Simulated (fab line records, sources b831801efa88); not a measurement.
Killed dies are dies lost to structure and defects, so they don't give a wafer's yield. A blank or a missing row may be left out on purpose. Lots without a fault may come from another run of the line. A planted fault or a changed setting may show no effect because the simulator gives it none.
fab line records | flow sky130
record lots=6 wafers=18 last_day=50
route steps=708 shown LOCAL_INTERCONNECT@398 CONTACT@406 PAD_OPEN@708
lots that met no fault: from a run of the same line without faults
start_h: hours from the record's first day to the start of the lot's first wafer shown | wait_h: hours since the lot's step before | " the same as in the row above | L1.1+2: a row that stands for several wafers | - no value, or no start given | * or withheld: withheld | < > ~ a bound
route shown NAME@n: a module of which the file shows steps, and the number in the route of the first | usual: mean/standard deviation of fault-free wafers | same: alike in all rows | chamber/n: place in a boat | sites: the reading at each site | _std_site: their standard deviation | _edge_site: outer sites' mean less inner sites' | radius_mm: how far each site lies from the wafer's centre | mask NAME#n: copy n | behind: the tool/chamber that last shaped the wafer | hold: why the lot was held/for how many hours/how that ended | device: the transistor (n, p or np) that didn't switch | end of line: the same wafers' tests at the end of the route | a step without rows: its recipe alone | killed: dies lost to structure and defects at the first sort, not the wafer's yield | map: a wafer's dies, x killed, . not, _ none there
set.NAME: the setting as run; set.NAME@STEP: as run at that earlier step | model.NAME: the simulator's own value behind a step, which no gauge read
lots at some steps of the route; a table a step, a row a wafer
services: from which hour (start_h, from the record's first day; less than 0 if before it) a tool's chamber was out of use, for how many hours, and why
## steps
# step SKY_LOCAL_INTERCONNECT_CD_MEAS_11
# recipe target_cd_nm=170
# usual cd_nm=170.2/1.4
# columns lot.wafer tool chamber start_h wait_h cd_nm
L972.2 cd_sem-02 - 730.04 - 170.1
L972.3 " - " " 169.6
L972.4 " - " " 169.1
L979.1 cd_sem-01 - 781.12 - 169.3
L979.2 " - " " 169.7
L979.4 " - " " 169.8
L981.2 cd_sem-02 - 800.52 - 168.4
L981.4 " - " " 168.8
L981.5 " - " " 168.4
L989.1 cd_sem-01 - 859.85 - 168.5
L989.5 " - " " 169.0
L989.6 " - " " 168.7
L990.2 cd_sem-01 - 862.56 - 171.9
L990.3 " - " " 171.5
L990.5 " - " " 171.8
L992.4 cd_sem-02 - 874.78 - 171.0
L992.5 " - " " 170.9
L992.6 " - " " 171.4
# step SKY_LOCAL_INTERCONNECT_OVL_MEAS_12
# usual LOCAL_INTERCONNECT_OVL=-3/6.2
# columns lot.wafer tool chamber start_h wait_h LOCAL_INTERCONNECT_OVL[nm]
L972.2 overlay-02 - 730.14 0.1 -7
L972.3 " - " " -5
L972.4 " - " " -4
L979.1 overlay-01 - 781.24 0.1 -3
L979.2 " - " " 5
L979.4 " - " " 6
L981.2 overlay-01 - 800.62 0.1 -12
L981.4 " - " " -4
L981.5 " - " " -12
L989.1 overlay-01 - 859.97 0.1 -2
L989.5 " - " " -2
L989.6 " - " " 2
L990.2 overlay-01 - 862.67 0.1 -6
L990.3 " - " " -1
L990.5 " - " " -8
L992.4 overlay-01 - 874.86 0.1 -2
L992.5 " - " " -7
L992.6 " - " " -2
# step SKY_LOCAL_INTERCONNECT_ETCH_13
# recipe chemistry=N2/H2 target=BARC ion_energy_ev=200 bias_w=100 pressure_mtorr=30 n2_flow_sccm=100 h2_flow_sccm=200 icp_w=500 stop_on=SiO2 time_s=45.9 target_depth_a=600
# usual drypump_motor_current_A=5.6/0.36 oes_product_au=0.854/0.0047 throttle_valve_pct=13.224/0.0099
# same time_s=45.9
# columns lot.wafer tool chamber start_h wait_h drypump_motor_current_A oes_product_au rf_hours_counter_h throttle_valve_pct
L972.2 rie_metal-03 1 730.19 0.0 5.2 0.852 - 13.222
L972.3 " 1 " " 5.2 0.850 - 13.213
L972.4 " 1 " " 5.2 0.855 - 13.237
L979.1 rie_metal-02 0 781.27 0.0 6.0 0.851 2 13.222
L979.2 " 1 " " 5.1 0.860 13 13.228
L979.4 " 1 " " 5.1 0.858 - 13.229
L981.2 rie_metal-02 1 800.65 0.0 5.0 0.848 14 13.224
L981.4 " 1 " " 5.1 0.850 - 13.220
L981.5 " 1 " " 5.1 0.850 - 13.223
L989.1 rie_metal-02 0 860.00 0.0 6.0 0.860 4 13.246
L989.5 " 0 " " 6.0 0.853 - 13.230
L989.6 " 1 " " 5.1 0.857 - 13.215
L990.2 rie_metal-03 0 862.72 0.0 5.5 0.857 - 13.216
L990.3 " 0 " " 5.5 0.858 - 13.206
L990.5 " 0 " " 5.5 0.846 - 13.222
L992.4 rie_metal-03 0 874.94 0.1 5.5 0.859 - 13.248
L992.5 " 0 " " 5.5 0.866 - 13.224
L992.6 " 0 " " 5.5 0.849 - 13.224
# step SKY_LOCAL_INTERCONNECT_METAL_ETCH_14
# recipe target_depth_nm=110 stop_on=PSG chemistry=Cl2/BCl3 target=TiN resist_sidewall_deg=88 pressure_mtorr=10 icp_w=900 bias_w=48.5 Cl2_flow_sccm=60 bcl3_flow_sccm=30 time_s=31.4
# usual drypump_motor_current_A=5.5/0.36 oes_product_au=0.941/0.0069 throttle_valve_pct=21.903/0.0098
# same time_s=31.4
# columns lot.wafer tool chamber start_h wait_h drypump_motor_current_A oes_product_au rf_hours_counter_h throttle_valve_pct
L972.2 rie_metal-03 1 730.32 0.1 5.3 0.947 - 21.887
L972.3 " 1 " " 5.3 0.943 - 21.909
L972.4 " 1 " " 5.3 0.948 - 21.897
L979.1 rie_metal-02 0 781.34 0.0 5.9 0.929 2 21.897
L979.2 " 1 " " 5.1 0.927 13 21.923
L979.4 " 1 " " 5.1 0.931 - 21.904
L981.2 rie_metal-02 1 800.72 0.0 5.1 0.936 14 21.912
L981.4 " 1 " " 5.1 0.944 - 21.910
L981.5 " 1 " " 5.0 0.938 - 21.883
L989.1 rie_metal-02 0 860.07 0.0 5.9 0.954 4 21.915
L989.5 " 0 " " 6.0 0.949 - 21.896
L989.6 " 1 " " 5.1 0.950 - 21.897
L990.2 rie_metal-03 0 862.84 0.1 5.5 0.936 - 21.903
L990.3 " 0 " " 5.5 0.935 - 21.915
L990.5 " 0 " " 5.5 0.940 - 21.924
L992.4 rie_metal-03 0 875.05 0.1 5.5 0.941 - 21.908
L992.5 " 0 " " 5.5 0.943 - 21.880
L992.6 " 0 " " 5.5 0.944 - 21.890
# step SKY_LOCAL_INTERCONNECT_STRIP_15
# recipe chemistry=O2/N2 power_w=1400 pressure_mtorr=1500 platen_temp_c=withheld o2_flow_sccm=3000 n2_flow_sccm=300 overash_fraction=0.5
# usual drypump_motor_current_A=5.48/0.29 oes_product_au=0.429/0.0045 strip_time_to_endpoint_s=4.778/0.018
# columns lot.wafer tool chamber start_h wait_h drypump_motor_current_A oes_product_au rf_hours_counter_h strip_time_to_endpoint_s
L972.2 plasma_asher-03 0 730.40 0.1 5.95 0.425 29 4.764
L972.3 " 1 " " 5.59 0.425 - 4.788
L972.4 " 0 " " 5.93 0.428 - 4.776
L979.1 plasma_asher-01 0 781.39 0.0 5.44 0.429 67 4.776
L979.2 " 1 " " 5.53 0.436 67 4.783
L979.4 " 1 " " 5.48 0.431 - 4.786
L981.2 plasma_asher-04 0 800.77 0.0 5.62 0.431 95 4.783
L981.4 " 0 " " 5.65 0.432 - 4.780
L981.5 " 0 " " 5.66 0.434 - 4.786
L989.1 plasma_asher-04 1 860.12 0.0 5.03 0.428 101 4.775
L989.5 " 1 " " 5.03 0.427 - 4.784
L989.6 " 0 " " 5.62 0.423 - 4.797
L990.2 plasma_asher-04 0 862.93 0.1 5.63 0.430 102 4.791
L990.3 " 1 " " 5.04 0.433 - 4.785
L990.5 " 0 " " 5.65 0.434 - 4.782
L992.4 plasma_asher-04 0 875.14 0.1 5.65 0.435 - 4.784
L992.5 " 0 " " 5.65 0.431 - 4.770
L992.6 " 1 " " 5.04 0.425 - 4.778
# step SKY_LOCAL_INTERCONNECT_STRIP_16
# recipe chemistry=post_etch_residue_remover time_s=1200 temp_c=72.5
# step SKY_LOCAL_INTERCONNECT_CLEAN_17
# recipe chemistry=IPA time_s=180 temp_c=25
# step SKY_LOCAL_INTERCONNECT_CLEAN_18
# recipe chemistry=O3/DIW dry=n2_spin
# step SKY_CONTACT_CVD_00
# recipe material=Si3N4 target_thk_nm=75 temp_c=400 time_s=withheld rf_w=450
# usual heater_power_outer_w=455/52 heater_power_w=747/61
# columns lot.wafer tool chamber start_h wait_h heater_power_outer_w heater_power_w
L972.2 pecvd-04 2 730.99 0.0 431 685
L972.3 " 0 " " 383 685
L972.4 " 2 " " 448 693
L979.1 pecvd-03 0 782.02 0.0 422 744
L979.2 " 1 " " 400 700
L979.4 " 0 " " 435 734
L981.2 pecvd-01 1 801.39 0.0 422 711
L981.4 " 1 " " 416 730
L981.5 " 2 " " 477 713
L989.1 pecvd-03 1 860.74 0.0 336 609
L989.5 " 0 " " 461 770
L989.6 " 1 " " 329 605
L990.2 pecvd-04 2 863.53 0.0 509 817
L990.3 " 1 " " 485 805
L990.5 " 1 " " 500 814
L992.4 pecvd-03 0 875.71 0.0 515 829
L992.5 " 1 " " 387 700
L992.6 " 2 " " 477 748
# step SKY_CONTACT_THK_MEAS_01
# recipe reads=Si3N4_of_CONTACT_CVD_00
# usual CONTACT_CVD_00_THK=75.0/1
# columns lot.wafer tool chamber start_h wait_h CONTACT_CVD_00_THK[nm]
L972.2 film_metro-04 - 731.04 - 74.5
L972.3 " - " " 75.1
L972.4 " - " " 76.6
L979.1 film_metro-01 - 782.05 - 73.8
L979.2 " - " " 73.0
L979.4 " - " " 74.8
L981.2 film_metro-04 - 801.43 - 74.9
L981.4 " - " " 76.0
L981.5 " - " " 75.8
L989.1 film_metro-02 - 860.78 - 74.0
L989.5 " - " " 76.7
L989.6 " - " " 74.7
L990.2 film_metro-04 - 863.57 - 74.5
L990.3 " - " " 74.1
L990.5 " - " " 75.5
L992.4 film_metro-04 - 875.76 - 74.4
L992.5 " - " " 74.5
L992.6 " - " " 74.5
# step SKY_CONTACT_HDPCVD_02
# recipe material=SiO2 target_thk_nm=565 sigma_open_frac=0.3 time_s=94.2 temp_c=600 sih4_flow_sccm=60 pressure_mtorr=6
# step SKY_CONTACT_THK_MEAS_03
# recipe reads=SiO2_of_CONTACT_HDPCVD_02
# usual CONTACT_HDPCVD_THK=563/4.8
# columns lot.wafer tool chamber start_h wait_h CONTACT_HDPCVD_THK[nm]
L972.2 film_metro-01 - 731.16 0.0 565
L972.3 " - " " 565
L972.4 " - " " 557
L979.1 film_metro-04 - 782.18 0.0 566
L979.2 " - " " 562
L979.4 " - " " 564
L981.2 film_metro-02 - 801.56 0.0 566
L981.4 " - " " 565
L981.5 " - " " 564
L989.1 film_metro-01 - 860.94 0.1 566
L989.5 " - " " 563
L989.6 " - " " 558
L990.2 film_metro-01 - 863.70 0.0 564
L990.3 " - " " 571
L990.5 " - " " 568
L992.4 film_metro-02 - 875.89 0.0 567
L992.5 " - " " 575
L992.6 " - " " 570
# step SKY_CONTACT_CMP_04
# recipe material=SiO2 down_force_psi=4 platen_rpm=60 pad_velocity_m_s=0.94248
# usual head_pressure_psi=4.001/0.008 motor_current_A=11.8/0.98 time_to_endpoint_s=81/3.2
# columns lot.wafer tool chamber start_h wait_h head_pressure_psi motor_current_A time_to_endpoint_s
L972.3 cmp-02 1 731.21 0.0 4.009 10.9 86
L972.2 " 2 " " 4.008 10.3 84
L972.4 " 0 " " 3.994 11.4 79
L979.2 cmp-01 2 782.29 0.1 3.241 11.1 95
L979.4 " 3 " " 3.230 10.7 97
L979.1 " 0 " " 3.233 10.5 96
L981.4 cmp-01 3 801.61 0.0 3.230 11.0 98
L981.2 " 0 " " 3.233 10.6 98
L981.5 " 0 " " 3.244 10.3 101
L989.1 cmp-01 3 861.05 0.1 4.009 11.6 81
L989.6 " 2 " " 4.005 12.4 81
L989.5 " 3 " " 4.006 11.9 82
L990.3 cmp-01 1 863.75 0.0 4.017 10.3 82
L990.2 " 0 " " 4.008 13.0 79
L990.5 " 1 " " 4.001 10.9 82
L992.4 cmp-01 2 876.07 0.2 4.012 13.9 82
L992.6 " 3 " " 3.995 12.2 88
L992.5 " 0 " " 3.983 12.4 86
# step SKY_CONTACT_BOW_MEAS_05
# recipe mode=bow
# usual CONTACT_BOW=81/6.3
# columns lot.wafer tool chamber start_h wait_h CONTACT_BOW[um]
L972.2 film_metro-01 - 731.53 0.2 82
L972.3 " - " " 81
L972.4 " - " " 85
L979.1 film_metro-02 - 782.54 0.1 80
L979.2 " - " " 78
L979.4 " - " " 87
L981.2 film_metro-02 - 801.93 0.2 87
L981.4 " - " " 83
L981.5 " - " " 71
L989.1 film_metro-02 - 861.30 0.2 86
L989.5 " - " " 83
L989.6 " - " " 92
L990.2 film_metro-02 - 864.07 0.1 83
L990.3 " - " " 91
L990.5 " - " " 88
L992.4 film_metro-04 - 876.28 0.2 88
L992.5 " - " " 81
L992.6 " - " " 101
# step SKY_PAD_OPEN_PROBE_99
# usual killed_at_M0_to_M3=44/7.1 killed_at_M4_up=3.1/1.9 killed_at_contacts=25/5.8 killed_at_front_end=16/4.5 killed_at_other=0.3/0.52 killed_dies=88/9.1 killed_open=48/6.8 killed_short=39/5.8
# same gross_dies=492 killed_at_back_side=0
# columns lot.wafer tool chamber start_h wait_h killed_at_M0_to_M3 killed_at_M4_up killed_at_contacts killed_at_front_end killed_at_other killed_dies killed_open killed_short
L972.2 prober-02 - 1097.52 0.1 54 7 17 7 0 85 46 39
L972.3 prober-02 - 1097.57 0.2 49 3 22 11 1 86 44 42
L972.4 prober-02 - 1097.62 0.2 49 4 23 16 1 93 50 43
L979.1 prober-01 - 1139.30 0.1 40 6 31 21 0 98 49 49
L979.2 prober-01 - 1139.35 0.1 46 3 34 12 0 95 49 46
L979.4 prober-01 - 1139.45 0.2 38 1 37 12 0 88 47 41
L981.2 prober-01 - 1148.01 0.1 42 3 31 15 0 91 56 35
L981.5 prober-01 - 1148.16 0.2 37 1 24 18 0 80 45 35
L989.1 prober-01 - 1187.96 0.1 41 4 22 11 0 78 44 34
L989.5 prober-01 - 1188.16 0.2 61 1 19 12 0 93 59 34
L989.6 prober-01 - 1188.21 0.2 37 3 21 14 1 76 41 35
L992.4 prober-02 - 1197.12 0.2 39 4 21 9 1 74 39 35
L992.5 prober-02 - 1197.17 0.2 40 8 21 17 2 88 38 48
L992.6 prober-02 - 1197.22 0.2 38 3 21 16 0 78 46 32
# killed by level:class
L972.2 VIA1:geometric_particle:open=14 VIA2:geometric_particle:open=8 LI_CONTACT:geometric_particle:open=8 VIA1:geometric_particle:short=8 METAL1:geometric_particle:short=6 VIA3:geometric_particle:open=6 CONTACT:geometric_particle:open=5 METAL4:geometric_particle:short=5
L972.3 VIA1:geometric_particle:open=11 CONTACT:geometric_particle:open=8 VIA2:geometric_particle:open=7 METAL2:geometric_particle:short=7 METAL1:geometric_particle:short=6 LI_CONTACT:geometric_particle:open=5 CONTACT:geometric_particle:short=5 POLY_GATE:geometric_particle:short=4
L972.4 VIA2:geometric_particle:open=10 VIA1:geometric_particle:open=9 LI_CONTACT:geometric_particle:open=8 CONTACT:geometric_particle:open=8 METAL1:geometric_particle:short=8 VIA1:geometric_particle:short=8 FIELD_ISO:geometric_particle:short=6 VIA2:geometric_particle:short=4
L979.1 VIA1:geometric_particle:open=12 CONTACT:geometric_particle:open=10 LOCAL_INTERCONNECT:geometric_particle:short=8 FIELD_ISO:geometric_particle:short=7 LI_CONTACT:geometric_particle:open=5 CONTACT:geometric_particle:short=4 VIA1:geometric_particle:short=4 METAL2:geometric_particle:short=4
L979.2 VIA1:geometric_particle:open=12 CONTACT:geometric_particle:open=12 CONTACT:geometric_particle:short=6 METAL1:geometric_particle:short=6 POLY_GATE:geometric_particle:short=5 LI_CONTACT:geometric_particle:short=5 LI_CONTACT:geometric_particle:open=5 VIA2:geometric_particle:open=5
L979.4 LOCAL_INTERCONNECT:geometric_particle:short=11 CONTACT:geometric_particle:open=11 VIA1:geometric_particle:open=11 CONTACT:geometric_particle:short=7 VIA1:geometric_particle:short=7 POLY_GATE:geometric_particle:open=5 LI_CONTACT:geometric_particle:open=4 LOCAL_INTERCONNECT:geometric_particle:open=4
L981.2 VIA1:geometric_particle:open=13 CONTACT:geometric_particle:open=12 LI_CONTACT:geometric_particle:open=9 VIA2:geometric_particle:open=6 CONTACT:geometric_particle:short=5 VIA3:geometric_particle:open=5 FIELD_ISO:geometric_particle:open=4 POLY_GATE:geometric_particle:open=4
L981.5 METAL2:geometric_particle:short=10 CONTACT:geometric_particle:open=8 VIA1:geometric_particle:open=6 VIA2:geometric_particle:open=6 LI_CONTACT:geometric_particle:open=5 LOCAL_INTERCONNECT:geometric_particle:short=5 VIA3:geometric_particle:open=5 FIELD_ISO:geometric_particle:open=4
L989.1 CONTACT:geometric_particle:open=12 VIA1:geometric_particle:open=11 METAL2:geometric_particle:short=7 VIA3:geometric_particle:open=6 VIA2:geometric_particle:short=5 FIELD_ISO:geometric_particle:short=4 POLY_GATE:geometric_particle:open=4 CONTACT:geometric_particle:short=4
L989.5 VIA1:geometric_particle:open=18 LI_CONTACT:geometric_particle:open=8 METAL1:geometric_particle:short=8 METAL2:geometric_particle:short=8 CONTACT:geometric_particle:open=7 VIA3:geometric_particle:open=6 VIA1:geometric_particle:short=5 VIA2:geometric_particle:open=5
L989.6 METAL2:geometric_particle:short=9 CONTACT:geometric_particle:open=9 VIA1:geometric_particle:open=9 LI_CONTACT:geometric_particle:open=6 LOCAL_INTERCONNECT:geometric_particle:short=6 VIA2:geometric_particle:open=5 POLY_GATE:geometric_particle:short=4 POLY_GATE:geometric_particle:open=3
L992.4 VIA1:geometric_particle:open=9 METAL1:geometric_particle:short=8 CONTACT:geometric_particle:open=8 LI_CONTACT:geometric_particle:open=6 METAL3:geometric_particle:short=4 VIA2:geometric_particle:short=4 VIA2:geometric_particle:open=4 POLY_CUT:geometric_particle:open=3
L992.5 CONTACT:geometric_particle:open=10 VIA2:geometric_particle:open=8 VIA1:geometric_particle:open=7 LOCAL_INTERCONNECT:geometric_particle:short=6 METAL2:geometric_particle:short=6 FIELD_ISO:geometric_particle:short=5 POLY_GATE:geometric_particle:open=5 METAL1:geometric_particle:short=5
L992.6 CONTACT:geometric_particle:open=9 VIA3:geometric_particle:open=9 VIA1:geometric_particle:open=8 FIELD_ISO:geometric_particle:open=5 METAL1:geometric_particle:short=5 POLY_GATE:geometric_particle:open=4 CONTACT:geometric_particle:short=4 LI_CONTACT:geometric_particle:open=3
## services
# columns tool chamber start_h hours kind
plasma_asher-04 - 710.25 3.0 repair
rie_metal-02 0 712.28 - clean
pecvd-01 1 714.29 9.4 repair
pecvd-03 - 720.30 2.4 repair
cmp-01 - 722.53 5.2 pm
rie_metal-03 0 726.52 63.0 repair
pecvd-04 - 727.35 2.8 pm
plasma_asher-01 - 738.37 2.1 repair
cmp-02 - 744.00 4.0 pm
pecvd-03 2 752.36 2.2 repair
cmp-02 - 752.54 1.6 repair
plasma_asher-01 - 761.39 0.6 repair
pecvd-01 - 773.27 1.4 repair
cmp-01 - 785.94 0.7 repair
pecvd-04 - 817.84 1.6 repair
rie_metal-03 - 827.80 14.6 pm
pecvd-04 0 832.84 2.1 repair
plasma_asher-03 - 846.38 1.7 repair
cmp-02 - 851.36 11.3 repair
rie_metal-03 1 851.76 17.4 repair
pecvd-03 - 855.98 0.5 repair
cmp-02 - 870.86 1.5 repair
rie_metal-03 1 874.67 3.5 repair
pecvd-03 0 875.81 4.1 repair
## key
first_sign step=SKY_CONTACT_CMP_04 reading=head_pressure_psi direction=down sigmas=95 usual=4.001 struck=3.235
effect step=SKY_CONTACT_CMP_04 reading=time_to_endpoint_s direction=up sigmas=5.2 usual=* struck=*
met_at SKY_CONTACT_CMP_04
struck_wafers L979.1,L979.2,L979.4,L981.2,L981.4,L981.5
tester_left_out L979,L981
fault kind=process_parameter_drift tool=cmp-01 chamber=- onset_h=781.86 steps=SKY_CONTACT_CMP_04 channel=down_force_psi offset=-0.77219 shape=step end_h=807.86 acts_in=these_recipes_only stated=4
# tester_left_out: of these lots the tester's yield and bins aren't shown, on N5 and GAA mostly nor the transistor test; their killed dies are dies lost to structure and defects alone, not to doping, threshold or leakage, so they don't give the yield
